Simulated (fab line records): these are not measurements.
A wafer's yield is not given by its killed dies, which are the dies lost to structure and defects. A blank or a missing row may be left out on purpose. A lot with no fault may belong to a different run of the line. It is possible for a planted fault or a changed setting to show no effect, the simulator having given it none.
fab line records -- flow sky130
record lots=12, wafers=36, last_day=50
route steps=708 shown VT_ADJUST_PCH@145 CAPM@539 METAL3@565 VIA3@593
lots that met no fault: taken from a fault-free run of the same line
start_h: hours from the record's opening day to when the first of the lot's shown wafers began -- wait_h: hours elapsed since this lot's preceding step -- " the same as in the row above -- L1.1+2: a single row standing in for several wafers -- - value missing, or start not given -- * or withheld: withheld -- < > ~ a bound
route shown NAME@n: names a module that has steps shown in the file, with the first one's number in the route -- usual: mean/standard deviation of fault-free wafers -- same: alike in all rows -- chamber/n: place in a boat -- sites: the reading at each site -- _std_site: the standard deviation of these -- _edge_site: outer sites' mean less inner sites' -- radius_mm: for every site, how far away it sits from the centre of the wafer -- mask NAME#n: copy n -- behind: tool/chamber where the wafer was last shaped -- hold: what put the lot on hold/how long, in hours/how the hold closed -- device: the n, p or np transistor that did not switch -- end of line: the route-end tests of the same wafers -- step lacking rows: just its recipe -- killed: at the first sort, the dies lost to defects and structure; wafer yield is something else -- map: the dies of a wafer, with x for killed, . for not killed, _ for no die there
set.NAME: the setting the step ran with; set.NAME@STEP: the setting that earlier step ran with -- model.NAME: the simulator's own value behind a step, which no gauge read
the route's steps for a sample of lots (tables are steps, rows are wafers)
services: from which hour (start_h, from the record's first day; less than 0 if before it) a tool's chamber was out of use, for how many hours, and why
## steps
# step SKY_VT_ADJUST_PCH_COAT_02
# recipe spin_rpm=2000, resist_thk_nm=3000
# usual resist_line_temp_C=23.02/0.11, spin_speed_rpm=1999.8/1.3
lot.wafer,tool,chamber,start_h,wait_h,resist_line_temp_C,spin_speed_rpm
L301.1,litho_track-02,0,210.19,0.1,23.06,1998.8
L301.2,litho_track-02,0,210.19,0.1,23.12,1998.9
L301.5,litho_track-02,0,210.19,0.1,23.08,2000.0
L302.2,litho_track-02,0,220.37,0.1,23.02,1998.3
L302.3,litho_track-02,0,220.37,0.1,23.05,1995.8
L302.5,litho_track-02,0,220.37,0.1,23.14,1999.8
L304.1,litho_track-03,0,235.78,0.1,22.76,1999.7
L304.2,litho_track-03,0,235.78,0.1,22.97,1997.0
L304.3,litho_track-03,0,235.78,0.1,23.00,1999.7
L309.1,litho_track-02,0,266.99,0.1,22.77,2000.7
L309.2,litho_track-02,0,266.99,0.1,22.98,2002.2
L309.5,litho_track-02,0,266.99,0.1,22.78,2000.9
L310.1,litho_track-03,0,271.33,0.1,23.16,1999.3
L310.2,litho_track-03,0,271.33,0.1,23.11,1998.8
L310.4,litho_track-03,0,271.33,0.1,23.17,1999.7
L313.2,litho_track-03,0,301.41,0.1,23.08,2410.7
L313.5,litho_track-03,0,301.41,0.1,23.02,2408.8
L313.6,litho_track-03,0,301.41,0.1,23.01,2411.9
L314.3,litho_track-02,0,305.99,0.1,23.30,2003.0
L314.5,litho_track-02,0,305.99,0.1,23.26,2000.1
L314.6,litho_track-02,0,305.99,0.1,23.08,1996.9
L315.1,litho_track-03,0,314.53,0.1,23.04,2408.1
L315.4,litho_track-03,0,314.53,0.1,23.05,2408.5
L315.6,litho_track-03,0,314.53,0.1,22.82,2407.6
L317.1,litho_track-02,0,334.54,0.1,23.10,2000.3
L317.2,litho_track-02,0,334.54,0.1,23.09,2000.5
L317.6,litho_track-02,0,334.54,0.1,23.11,1997.7
L323.1,litho_track-03,0,378.23,0.1,22.96,1997.6
L323.3,litho_track-03,0,378.23,0.1,22.92,2000.1
L323.5,litho_track-03,0,378.23,0.1,22.88,1999.7
L322.1,litho_track-04,0,378.57,0.1,23.02,1998.0
L322.2,litho_track-04,0,378.57,0.1,22.98,1999.7
L322.4,litho_track-04,0,378.57,0.1,23.08,1998.2
L324.1,litho_track-03,0,390.38,0.1,22.99,2000.4
L324.4,litho_track-03,0,390.38,0.1,23.10,2000.4
L324.6,litho_track-03,0,390.38,0.1,23.25,2000.1
# step SKY_VT_ADJUST_PCH_STRIP_09
# recipe chemistry=O2/N2, power_w=1400, pressure_mtorr=1500, platen_temp_c=withheld, o2_flow_sccm=3000, n2_flow_sccm=300, overash_fraction=0.5
# usual drypump_motor_current_A=5.5/0.32, oes_product_au=0.721/0.0044, strip_time_to_endpoint_s=36.95/0.12
lot.wafer,tool,chamber,start_h,wait_h,drypump_motor_current_A,oes_product_au,rf_hours_counter_h,strip_time_to_endpoint_s
L301.1,plasma_asher-02,1,222.32,0.1,5.6,0.725,10,36.99
L301.2,plasma_asher-02,0,222.32,0.1,5.6,0.723,10,37.07
L301.5,plasma_asher-02,1,222.32,0.1,5.6,0.724,-,36.97
L302.2,plasma_asher-02,0,230.90,0.1,5.7,0.726,11,37.14
L302.3,plasma_asher-02,1,230.90,0.1,5.6,0.723,-,37.12
L302.5,plasma_asher-02,0,230.90,0.1,5.7,0.726,-,37.15
L304.1,plasma_asher-04,0,247.78,0.1,5.5,0.725,45,36.94
L304.2,plasma_asher-04,1,247.78,0.1,4.9,0.719,45,37.00
L304.3,plasma_asher-04,0,247.78,0.1,5.5,0.722,-,36.97
L309.1,plasma_asher-02,1,278.77,0.1,5.6,0.722,16,36.95
L309.2,plasma_asher-02,0,278.77,0.1,5.7,0.725,16,36.99
L309.5,plasma_asher-02,0,278.77,0.1,5.7,0.719,-,36.97
L310.1,plasma_asher-03,1,283.77,0.1,5.9,0.719,60,37.01
L310.2,plasma_asher-03,0,283.77,0.1,5.5,0.715,60,37.13
L310.4,plasma_asher-03,0,283.77,0.1,5.5,0.723,-,37.00
L313.2,plasma_asher-02,1,313.93,0.1,5.6,0.715,20,33.83
L313.5,plasma_asher-02,1,313.93,0.1,5.6,0.722,-,33.85
L313.6,plasma_asher-02,0,313.93,0.1,5.7,0.718,-,33.93
L314.3,plasma_asher-04,1,319.76,0.1,4.9,0.721,-,37.03
L314.5,plasma_asher-04,0,319.76,0.1,5.4,0.726,-,37.09
L314.6,plasma_asher-04,1,319.76,0.1,4.9,0.718,-,36.96
L315.1,plasma_asher-03,1,328.82,0.1,5.9,0.718,64,34.11
L315.4,plasma_asher-03,0,328.82,0.1,5.5,0.724,-,33.96
L315.6,plasma_asher-03,1,328.82,0.1,5.9,0.724,-,34.07
L317.1,plasma_asher-04,1,349.57,0.1,4.9,0.722,55,36.97
L317.2,plasma_asher-04,0,349.57,0.1,5.4,0.725,55,36.89
L317.6,plasma_asher-04,0,349.57,0.1,5.4,0.726,-,37.02
L323.1,plasma_asher-04,1,392.78,0.1,4.9,0.722,60,36.85
L323.3,plasma_asher-04,1,392.78,0.1,4.9,0.724,-,36.82
L323.5,plasma_asher-04,1,392.78,0.1,4.9,0.713,-,36.91
L322.1,plasma_asher-03,1,393.13,0.1,5.9,0.722,71,37.01
L322.2,plasma_asher-03,0,393.13,0.1,5.5,0.728,71,36.84
L322.4,plasma_asher-03,0,393.13,0.1,5.5,0.721,-,36.90
L324.1,plasma_asher-03,0,405.42,0.1,5.5,0.719,72,36.79
L324.4,plasma_asher-03,1,405.42,0.1,5.9,0.727,-,36.79
L324.6,plasma_asher-03,1,405.42,0.1,5.9,0.725,-,36.75
# step SKY_CAPM_SPUTTER_02
# recipe material=TiN, target_thk_nm=200, temp_c=300, power_w=6500, time_s=166.7, chamber_pressure_pa=0.4
# usual throttle_valve_pct=29.9/1.2
# same time_s=166.7
lot.wafer,tool,chamber,start_h,wait_h,throttle_valve_pct
L301.1,pvd_sputter-01,-,838.00,0.1,30.1
L301.2,pvd_sputter-01,-,838.00,0.1,29.1
L301.5,pvd_sputter-01,-,838.00,0.1,29.1
L302.2,pvd_sputter-02,-,849.45,0.0,29.3
L302.3,pvd_sputter-02,-,849.45,0.0,28.8
L302.5,pvd_sputter-02,-,849.45,0.0,31.4
L304.1,pvd_sputter-03,-,867.64,0.1,32.3
L304.2,pvd_sputter-03,-,867.64,0.1,30.5
L304.3,pvd_sputter-03,-,867.64,0.1,28.2
L309.1,pvd_sputter-02,-,903.09,0.1,29.0
L309.2,pvd_sputter-02,-,903.09,0.1,31.4
L309.5,pvd_sputter-02,-,903.09,0.1,28.2
L310.1,pvd_sputter-02,-,906.54,0.1,31.6
L310.2,pvd_sputter-02,-,906.54,0.1,29.1
L310.4,pvd_sputter-02,-,906.54,0.1,29.0
L313.2,pvd_sputter-01,-,934.73,0.0,30.3
L313.5,pvd_sputter-01,-,934.73,0.0,29.8
L313.6,pvd_sputter-01,-,934.73,0.0,30.2
L314.3,pvd_sputter-01,-,936.82,0.0,28.8
L314.5,pvd_sputter-01,-,936.82,0.0,29.0
L314.6,pvd_sputter-01,-,936.82,0.0,30.3
L315.1,pvd_sputter-02,-,950.55,0.1,29.1
L315.4,pvd_sputter-02,-,950.55,0.1,31.5
L315.6,pvd_sputter-02,-,950.55,0.1,31.7
L317.1,pvd_sputter-03,-,967.62,0.1,32.0
L317.2,pvd_sputter-03,-,967.62,0.1,31.1
L317.6,pvd_sputter-03,-,967.62,0.1,31.2
L323.1,pvd_sputter-01,-,997.35,0.1,30.2
L323.3,pvd_sputter-01,-,997.35,0.1,31.1
L323.5,pvd_sputter-01,-,997.35,0.1,31.0
L322.1,pvd_sputter-02,-,1003.17,0.1,31.5
L322.2,pvd_sputter-02,-,1003.17,0.1,28.0
L322.4,pvd_sputter-02,-,1003.17,0.1,29.0
L324.1,pvd_sputter-01,-,1012.14,0.1,28.9
L324.4,pvd_sputter-01,-,1012.14,0.1,30.2
L324.6,pvd_sputter-01,-,1012.14,0.1,30.1
# step SKY_METAL3_DESCUM_15
# recipe chemistry=O2, source_power_w=150, bias_power_w=0, pressure_mtorr=10, temp_c=40, time_s=8
# usual drypump_motor_current_A=5.9/0.45, oes_product_au=0.999/0.0093
# same time_s=8
lot.wafer,tool,chamber,start_h,wait_h,drypump_motor_current_A,oes_product_au,rf_hours_counter_h
L301.1,rie_metal-03,0,890.25,0.0,5.4,0.993,0
L301.2,rie_metal-03,1,890.25,0.0,6.7,0.993,6
L301.5,rie_metal-03,0,890.25,0.0,5.4,0.997,-
L302.2,rie_metal-03,0,901.40,0.0,5.4,0.997,1
L302.3,rie_metal-03,0,901.40,0.0,5.4,0.986,-
L302.5,rie_metal-03,0,901.40,0.0,5.4,0.995,-
L304.1,rie_metal-01,1,916.24,0.0,6.0,0.996,2
L304.2,rie_metal-01,0,916.24,0.0,6.0,0.977,12
L304.3,rie_metal-01,1,916.24,0.0,5.9,0.996,-
L309.1,rie_metal-04,1,952.15,0.0,6.0,1.002,13
L309.2,rie_metal-04,0,952.15,0.0,5.4,0.995,10
L309.5,rie_metal-04,0,952.15,0.0,5.4,0.995,-
L310.1,rie_metal-03,1,957.27,0.0,6.7,1.010,9
L310.2,rie_metal-03,0,957.27,0.0,5.4,0.993,4
L310.4,rie_metal-03,1,957.27,0.0,6.7,1.015,-
L313.2,rie_metal-01,0,984.02,0.0,6.1,0.979,16
L313.5,rie_metal-01,1,984.02,0.0,5.9,1.001,-
L313.6,rie_metal-01,0,984.02,0.0,6.1,0.989,-
L314.3,rie_metal-04,0,986.25,0.0,5.4,1.004,-
L314.5,rie_metal-04,0,986.25,0.0,5.4,0.998,-
L314.6,rie_metal-04,1,986.25,0.0,6.0,0.998,-
L315.1,rie_metal-04,1,999.15,0.0,6.0,1.013,15
L315.4,rie_metal-04,0,999.15,0.0,5.4,1.008,-
L315.6,rie_metal-04,0,999.15,0.0,5.4,1.001,-
L317.1,rie_metal-03,0,1015.15,0.0,5.4,0.998,6
L317.2,rie_metal-03,1,1015.15,0.0,6.7,1.007,13
L317.6,rie_metal-03,1,1015.15,0.0,6.7,0.998,-
L323.1,rie_metal-04,0,1044.57,0.0,5.4,1.009,15
L323.3,rie_metal-04,0,1044.57,0.0,5.4,0.996,-
L323.5,rie_metal-04,1,1044.57,0.0,6.0,1.011,-
L322.1,rie_metal-01,1,1050.97,0.0,5.9,0.995,11
L322.2,rie_metal-01,0,1050.97,0.0,6.0,1.015,21
L322.4,rie_metal-01,1,1050.97,0.0,6.0,1.002,-
L324.1,rie_metal-04,0,1058.35,0.0,5.4,0.984,16
L324.4,rie_metal-04,0,1058.35,0.0,5.4,0.991,-
L324.6,rie_metal-04,0,1058.35,0.0,5.4,0.994,-
# step SKY_VIA3_SPUTTER_20
# recipe material=TiN, target_thk_nm=20, chamber_pressure_pa=5, power_w=4000, time_s=80
# usual throttle_valve_pct=30.0/0.93
# same time_s=80
lot.wafer,tool,chamber,start_h,wait_h,throttle_valve_pct
L301.1,pvd_sputter-01,-,916.52,0.0,28.9
L301.2,pvd_sputter-01,-,916.52,0.0,30.4
L301.5,pvd_sputter-01,-,916.52,0.0,30.5
L302.2,pvd_sputter-04,-,928.73,0.0,29.7
L302.3,pvd_sputter-04,-,928.73,0.0,31.0
L302.5,pvd_sputter-04,-,928.73,0.0,29.5
L304.1,pvd_sputter-01,-,943.74,0.0,29.1
L304.2,pvd_sputter-01,-,943.74,0.0,30.2
L304.3,pvd_sputter-01,-,943.74,0.0,30.2
L309.1,pvd_sputter-02,-,978.57,0.0,31.5
L309.2,pvd_sputter-02,-,978.57,0.0,28.7
L309.5,pvd_sputter-02,-,978.57,0.0,31.7
L310.1,pvd_sputter-01,-,983.96,0.0,30.3
L310.2,pvd_sputter-01,-,983.96,0.0,31.1
L310.4,pvd_sputter-01,-,983.96,0.0,30.1
L313.2,pvd_sputter-01,-,1009.57,0.0,30.1
L313.5,pvd_sputter-01,-,1009.57,0.0,30.6
L313.6,pvd_sputter-01,-,1009.57,0.0,30.1
L314.3,pvd_sputter-02,-,1012.12,0.0,29.0
L314.5,pvd_sputter-02,-,1012.12,0.0,32.0
L314.6,pvd_sputter-02,-,1012.12,0.0,28.4
L315.1,pvd_sputter-01,-,1024.28,0.0,30.1
L315.4,pvd_sputter-01,-,1024.28,0.0,30.8
L315.6,pvd_sputter-01,-,1024.28,0.0,30.7
L317.1,pvd_sputter-01,-,1040.12,0.0,29.0
L317.2,pvd_sputter-01,-,1040.12,0.0,30.1
L317.6,pvd_sputter-01,-,1040.12,0.0,30.3
L323.1,pvd_sputter-01,-,1067.89,0.0,28.9
L323.3,pvd_sputter-01,-,1067.89,0.0,30.0
L323.5,pvd_sputter-01,-,1067.89,0.0,30.1
L322.1,pvd_sputter-04,-,1074.50,0.0,29.6
L322.2,pvd_sputter-04,-,1074.50,0.0,30.5
L322.4,pvd_sputter-04,-,1074.50,0.0,31.1
L324.1,pvd_sputter-04,-,1081.18,0.0,29.6
L324.4,pvd_sputter-04,-,1081.18,0.0,30.5
L324.6,pvd_sputter-04,-,1081.18,0.0,29.4
## services
tool,chamber,start_h,hours,kind
pvd_sputter-01,-,214.19,20.1,repair
pvd_sputter-02,-,227.55,3.0,repair
plasma_asher-04,-,263.05,0.7,repair
plasma_asher-03,-,313.40,1.9,repair
rie_metal-04,-,336.59,1.5,repair
plasma_asher-02,-,376.84,2.1,repair
pvd_sputter-02,-,385.77,1.3,repair
pvd_sputter-01,-,397.95,4.0,repair
pvd_sputter-02,-,414.04,13.8,repair
plasma_asher-03,-,421.25,9.0,pm
pvd_sputter-02,-,422.52,2.6,repair
plasma_asher-03,-,427.01,0.8,repair
rie_metal-04,1,437.08,28.4,repair
rie_metal-04,0,442.59,7.0,repair
rie_metal-04,-,459.10,2.8,pm
pvd_sputter-02,-,468.88,1.3,repair
pvd_sputter-02,-,590.15,1.8,repair
rie_metal-04,0,734.79,1.6,repair
pvd_sputter-02,-,735.33,0.7,repair
rie_metal-04,1,758.83,1.3,repair
pvd_sputter-01,-,831.25,1.7,repair
pvd_sputter-01,-,877.03,2.0,repair
pvd_sputter-01,-,885.03,1.8,repair
rie_metal-04,-,1003.30,1.2,repair
## key
first_sign step=SKY_VT_ADJUST_PCH_COAT_02, reading=spin_speed_rpm, direction=up, sigmas=99+, usual=1999.8, struck=2409.3
effect step=SKY_VT_ADJUST_PCH_STRIP_09, reading=strip_time_to_endpoint_s, direction=down, sigmas=25, usual=*, struck=*
met_at SKY_VT_ADJUST_PCH_COAT_02
struck_lots L313,L315
tester_left_out L313,L315
not_acting_at SKY_CAPM_SPUTTER_02,SKY_METAL3_DESCUM_15,SKY_VIA3_SPUTTER_20
onset_between 271.33 301.41
fault kind=process_parameter_drift, tool=litho_track-03, chamber=-, onset_h=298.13, steps=SKY_VT_ADJUST_PCH_COAT_02, channel=spin_rpm, offset=409.3, shape=step, end_h=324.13, acts_in=these_recipes_only, stated=2000
# tester_left_out: of these lots the tester's yield and bins aren't shown, on N5 and GAA mostly nor the transistor test; their killed dies are dies lost to structure and defects alone, not to doping, threshold or leakage, so they don't give the yield
